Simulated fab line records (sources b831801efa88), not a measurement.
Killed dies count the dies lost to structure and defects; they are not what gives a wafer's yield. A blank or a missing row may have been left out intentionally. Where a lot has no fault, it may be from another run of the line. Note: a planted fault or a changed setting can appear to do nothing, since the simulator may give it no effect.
fab line records	flow sfqLine
record: lots: 15	wafers: 45	lastDay: 94
route steps=325 shown I4@165 JJ@196 A5B@209 R5@223
lots that met no fault: taken from a fault-free run of the same line
startH: hours from the record's first day to the start of the lot's first wafer shown	waitH: how many hours have passed since the lot's step before this one	" the same as in the row above	L1.1+2: several wafers, shown together as one row	- no value, or no start was given	* or withheld: withheld	< > ~ a bound
route shown NAME@n: names a module that has steps shown in the file, with the first one's number in the route	usual: average and standard deviation across the fault-free wafers	same: alike in all rows	chamber/n: place in a boat	sites: each site's reading	_std_site: the standard deviation of these	_edge_site: inner sites' mean taken away from outer sites' mean	radiusMm: how far each site lies from the wafer's centre	mask NAME#n: copy n	behind: tool/chamber where the wafer was last shaped	hold: cause of the lot's hold/its duration in hours/its outcome	device: names the non-switching transistor (n, p or np)	end of line: tests of these same wafers at the route's end	for a step that has no rows: nothing shown but its recipe	killed: the dies lost at the first sort to structure and to defects; this is not the yield of the wafer	map: a wafer's dies, marking killed ones x, the rest . and places with no die _
set.NAME: the setting as run; set.NAME@STEP: as run at that earlier step	model.NAME: the simulator's own value behind a step, which no gauge read
one table for each step of the route and one row for each wafer, over a sample of lots
services: when a tool's chamber went out of use (startH, in hours from the record's first day, below 0 if earlier), for how many hours, and the reason
== steps ==
step: SFQ_I4_BOW_MEAS_927
recipe: mode: bow
usual: I4_BOW: 5/9.3
lot.wafer	tool	chamber	startH	waitH	I4_BOW[um]
L269.1	filmMetro-01	-	984.36	1.5	-4
L269.5	"	-	"	"	2
L269.6	"	-	"	"	0
L270.1	filmMetro-04	-	997.10	2.5	7
L270.2	"	-	"	"	5
L270.6	"	-	"	"	0
L271.3	filmMetro-04	-	1019.82	2.5	-2
L271.4	"	-	"	"	3
L271.6	"	-	"	"	14
L273.2	filmMetro-03	-	1049.80	1.0	10
L273.4	"	-	"	"	17
L273.5	"	-	"	"	21
L274.1	filmMetro-03	-	1064.26	1.0	10
L274.2	"	-	"	"	23
L274.3	"	-	"	"	21
L275.2	filmMetro-04	-	1076.44	1.0	10
L275.3	"	-	"	"	16
L275.4	"	-	"	"	11
L277.1	filmMetro-04	-	1231.72	1.5	-2
L277.4	"	-	"	"	10
L277.6	"	-	"	"	-5
L278.2	filmMetro-01	-	1237.74	2.0	2
L278.5	"	-	"	"	8
L278.6	"	-	"	"	8
L280.2	filmMetro-03	-	1264.19	1.5	23
L280.3	"	-	"	"	14
L280.4	"	-	"	"	12
L282.1	filmMetro-03	-	1274.46	1.5	11
L282.2	"	-	"	"	-1
L282.5	"	-	"	"	-1
L283.1	filmMetro-01	-	1276.66	1.0	21
L283.2	"	-	"	"	13
L283.5	"	-	"	"	21
L287.1	filmMetro-01	-	1285.66	2.0	3
L287.2	"	-	"	"	14
L287.6	"	-	"	"	5
L288.2	filmMetro-03	-	1288.68	2.0	-4
L288.3	"	-	"	"	4
L288.4	"	-	"	"	4
L290.2	filmMetro-03	-	1292.48	2.5	0
L290.4	"	-	"	"	-4
L290.6	"	-	"	"	-7
L292.1	filmMetro-03	-	1297.66	1.0	7
L292.2	"	-	"	"	1
L292.4	"	-	"	"	13
step: SFQ_TRILAYER_JJ_CE_STRIP_STRIP_120
recipe: gas: O2	powerW: 200	platenTempC: 40	overashFraction: 0.65	chemistry: O2	pressureMtorr: 50
usual: drypumpMotorCurrentA: 5.6/0.47	oesProductAu: 1.003/0.012
lot.wafer	tool	chamber	startH	waitH	drypumpMotorCurrentA	oesProductAu	rfHoursCounterH
L269.1	rieMetal-04	0	1272.57	0.0	6.2	0.991	131
L269.5	"	0	"	"	6.2	1.002	-
L269.6	"	1	"	"	5.7	1.016	-
L270.1	rieMetal-04	1	1287.05	0.0	5.7	1.020	60
L270.2	"	0	"	"	6.2	0.983	134
L270.6	"	0	"	"	6.2	0.992	-
L271.3	rieMetal-02	1	1304.92	0.2	5.8	1.008	-
L271.4	"	0	"	"	6.3	0.983	-
L271.6	"	1	"	"	5.9	1.019	-
L273.2	rieMetal-04	0	1329.92	0.0	6.2	0.975	140
L273.4	"	0	"	"	6.2	0.970	-
L273.5	"	0	"	"	6.1	0.982	-
L274.1	rieMetal-04	1	1344.32	0.0	5.7	1.024	69
L274.2	"	1	"	"	5.6	1.021	-
L274.3	"	1	"	"	5.7	1.025	-
L275.2	rieMetal-04	1	1350.72	0.2	5.7	1.023	-
L275.3	"	1	"	"	5.7	1.031	-
L275.4	"	1	"	"	5.7	1.017	-
L277.1	rieMetal-01	0	1365.60	0.0	5.0	0.999	87
L277.4	"	1	"	"	5.6	1.001	-
L277.6	"	0	"	"	5.0	1.011	-
L278.2	rieMetal-01	0	1369.20	0.0	5.0	1.001	88
L278.5	"	1	"	"	5.6	0.998	-
L278.6	"	0	"	"	5.0	0.996	-
L280.2	rieMetal-02	1	1398.50	0.0	5.8	1.029	54
L280.3	"	0	"	"	6.3	1.007	-
L280.4	"	1	"	"	5.9	1.032	-
L282.1	rieMetal-02	0	1400.40	0.0	6.3	0.998	42
L282.2	"	1	"	"	5.9	1.010	54
L282.5	"	0	"	"	6.3	0.994	-
L283.1	rieMetal-01	0	1401.60	0.0	5.0	1.005	94
L283.2	"	0	"	"	5.0	0.993	-
L283.5	"	0	"	"	5.0	0.996	-
L287.1	rieMetal-01	0	1406.40	0.0	5.0	0.995	96
L287.2	"	1	"	"	5.6	0.999	29
L287.6	"	0	"	"	5.0	0.998	-
L288.2	rieMetal-01	0	1407.60	0.0	5.0	1.007	96
L288.3	"	1	"	"	5.6	0.996	-
L288.4	"	0	"	"	5.0	0.994	-
L290.2	rieMetal-01	1	1410.00	0.0	5.6	0.993	31
L290.4	"	1	"	"	5.6	0.999	-
L290.6	"	1	"	"	5.6	0.995	-
L292.1	rieMetal-01	0	1412.40	0.0	5.0	0.992	98
L292.2	"	1	"	"	5.6	0.984	31
L292.4	"	1	"	"	5.6	0.998	-
step: SFQ_TRILAYER_A5B_DEP_PECVD_129
recipe: material: SiO2	tempC: 150	timeS: 133.33	pressureTorr: 2.4	rfW: 183.3	precursor: SiH4/N2O	targetThkNm: 600
usual: heaterPowerOuterW: 34/9.1	heaterPowerW: 91/15	rfFwdPowerW: 182.4/0.62	throttleValvePct: 24.5/1.2
same: timeS: 133.33
lot.wafer	tool	chamber	startH	waitH	heaterPowerOuterW	heaterPowerW	rfFwdPowerW	throttleValvePct
L269.1	pecvd-04	2	1385.13	0.0	42	107	182.8	23.7
L269.5	"	1	"	"	29	74	183.3	25.2
L269.6	"	0	"	"	21	65	181.6	23.9
L270.1	pecvd-02	2	1393.53	0.0	44	104	181.7	27.1
L270.2	"	0	"	"	40	102	182.9	23.7
L270.6	"	0	"	"	41	105	181.7	24.0
L271.3	pecvd-03	1	1408.43	0.0	42	113	182.4	24.0
L271.4	"	0	"	"	49	103	182.4	22.4
L271.6	"	2	"	"	23	81	183.1	24.1
L273.2	pecvd-02	1	1434.57	0.0	42	99	182.1	24.1
L273.4	"	0	"	"	39	102	182.2	23.9
L273.5	"	2	"	"	41	99	180.9	27.2
L274.1	pecvd-02	2	1454.24	0.0	45	107	181.6	27.4
L274.2	"	0	"	"	41	104	182.5	24.1
L274.3	"	1	"	"	39	96	182.6	24.2
L275.2	pecvd-04	2	1462.64	0.0	44	114	182.2	23.3
L275.3	"	1	"	"	30	76	182.4	25.2
L275.4	"	2	"	"	31	95	181.9	23.3
L277.1	pecvd-04	1	1484.24	0.0	22	64	182.9	25.2
L277.4	"	1	"	"	24	68	181.7	25.2
L277.6	"	2	"	"	43	114	182.3	23.6
L278.2	pecvd-04	2	1489.89	0.0	46	111	152.8	23.8
L278.5	"	1	"	"	19	62	182.1	25.3
L278.6	"	0	"	"	15	57	182.5	23.9
L280.2	pecvd-04	0	1516.12	0.0	24	70	181.4	24.2
L280.3	"	1	"	"	27	71	181.5	25.7
L280.4	"	2	"	"	48	117	153.9	23.5
L282.1	pecvd-02	0	1519.73	0.0	39	103	182.6	23.8
L282.2	"	2	"	"	44	105	181.8	27.5
L282.5	"	2	"	"	31	86	182.5	27.4
L283.1	pecvd-04	0	1524.17	0.0	24	69	181.9	24.0
L283.2	"	2	"	"	41	108	153.5	24.0
L283.5	"	0	"	"	26	71	182.0	24.1
L287.1	pecvd-03	0	1530.52	0.0	48	103	182.7	22.8
L287.2	"	1	"	"	38	109	181.4	24.8
L287.6	"	1	"	"	42	107	181.2	24.7
L288.2	pecvd-02	2	1531.72	0.0	40	96	182.4	27.4
L288.3	"	1	"	"	32	84	183.4	24.2
L288.4	"	1	"	"	36	91	183.3	24.3
L290.2	pecvd-03	2	1538.72	0.0	25	85	182.8	24.6
L290.4	"	2	"	"	15	71	183.0	24.7
L290.6	"	1	"	"	41	111	182.3	24.5
L292.1	pecvd-03	2	1543.52	0.0	26	88	182.3	24.7
L292.2	"	1	"	"	42	113	181.8	24.7
L292.4	"	2	"	"	15	70	182.5	24.8
step: SFQ_R5_OVL_MEAS_935
usual: R5_OVL: -3/6.8
lot.wafer	tool	chamber	startH	waitH	R5_OVL[nm]
L269.1	overlay-02	-	1392.06	0.1	-8
L269.5	"	-	"	"	-12
L269.6	"	-	"	"	-6
L270.1	overlay-01	-	1426.07	0.1	6
L270.2	"	-	"	"	-6
L270.6	"	-	"	"	-2
L271.3	overlay-01	-	1427.28	0.1	-10
L271.4	"	-	"	"	-4
L271.6	"	-	"	"	0
L273.2	overlay-02	-	1441.39	0.1	1
L273.4	"	-	"	"	4
L273.5	"	-	"	"	11
L274.1	overlay-01	-	1466.92	0.1	5
L274.2	"	-	"	"	2
L274.3	"	-	"	"	1
L275.2	overlay-02	-	1470.24	0.1	1
L275.3	"	-	"	"	-1
L275.4	"	-	"	"	3
L277.1	overlay-01	-	1491.05	0.1	5
L277.4	"	-	"	"	0
L277.6	"	-	"	"	3
L278.2	overlay-01	-	1608.50	0.1	-11
L278.5	"	-	"	"	0
L278.6	"	-	"	"	-12
L280.2	overlay-02	-	1629.48	0.1	-14
L280.3	"	-	"	"	-17
L280.4	"	-	"	"	-14
L282.1	overlay-02	-	1631.87	0.1	4
L282.2	"	-	"	"	0
L282.5	"	-	"	"	0
L283.1	overlay-02	-	1634.27	0.1	-9
L283.2	"	-	"	"	-3
L283.5	"	-	"	"	-10
L287.1	overlay-01	-	1643.27	0.1	7
L287.2	"	-	"	"	1
L287.6	"	-	"	"	2
L288.2	overlay-01	-	1644.47	0.1	-1
L288.3	"	-	"	"	-14
L288.4	"	-	"	"	-2
L290.2	overlay-02	-	1649.27	0.1	-4
L290.4	"	-	"	"	-4
L290.6	"	-	"	"	1
L292.1	overlay-02	-	1651.67	0.1	-4
L292.2	"	-	"	"	-5
L292.4	"	-	"	"	1
== services ==
tool	chamber	startH	hours	kind
rieMetal-02	0	1280.82	11.2	repair
rieMetal-04	-	1292.35	6.3	repair
pecvd-03	-	1316.75	14.0	pm
pecvd-03	0	1316.75	14.0	ventCycle
pecvd-03	1	1324.45	8.3	repair
rieMetal-04	0	1331.55	-	clean
rieMetal-04	0	1331.55	-	consumableReplace:focusRing
rieMetal-04	0	1331.55	21.3	scheduledDown
rieMetal-04	0	1331.55	21.3	ventCycle
pecvd-03	2	1348.43	26.2	repair
rieMetal-01	1	1377.48	26.9	repair
pecvd-04	-	1398.50	5.5	pm
rieMetal-04	-	1401.26	28.1	pm
pecvd-04	2	1405.11	6.0	repair
rieMetal-01	0	1419.09	12.7	repair
rieMetal-01	1	1422.15	2.5	repair
rieMetal-01	-	1429.45	0.6	repair
rieMetal-02	-	1441.62	0.4	repair
rieMetal-02	-	1448.86	2.8	pm
pecvd-03	-	1462.13	0.5	repair
rieMetal-04	1	1468.30	20.7	repair
rieMetal-02	-	1518.85	2.0	repair
rieMetal-02	1	1521.99	1.1	repair
rieMetal-01	-	1534.44	0.8	repair
== key ==
firstSign: step: SFQ_TRILAYER_A5B_DEP_PECVD_129	reading: rfFwdPowerW	direction: down	sigmas: 47	usual: 182.4	struck: 153.4
effect none on later readings
metAt SFQ_TRILAYER_A5B_DEP_PECVD_129
struckLots L278,L280,L283
struckWafers L278.2,L280.4,L283.2
notActingAt SFQ_I4_BOW_MEAS_927,SFQ_TRILAYER_JJ_CE_STRIP_STRIP_120,SFQ_R5_OVL_MEAS_935
onsetBetween 1484.24 1489.89
fault: kind: processParameterDrift	tool: pecvd-04	chamber: 2	onsetH: 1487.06	steps: SFQ_TRILAYER_A5B_DEP_PECVD_129	channel: rfW	offset: -29.328	shape: step	endH: 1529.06	actsIn: theseRecipesOnly	stated: 183.3
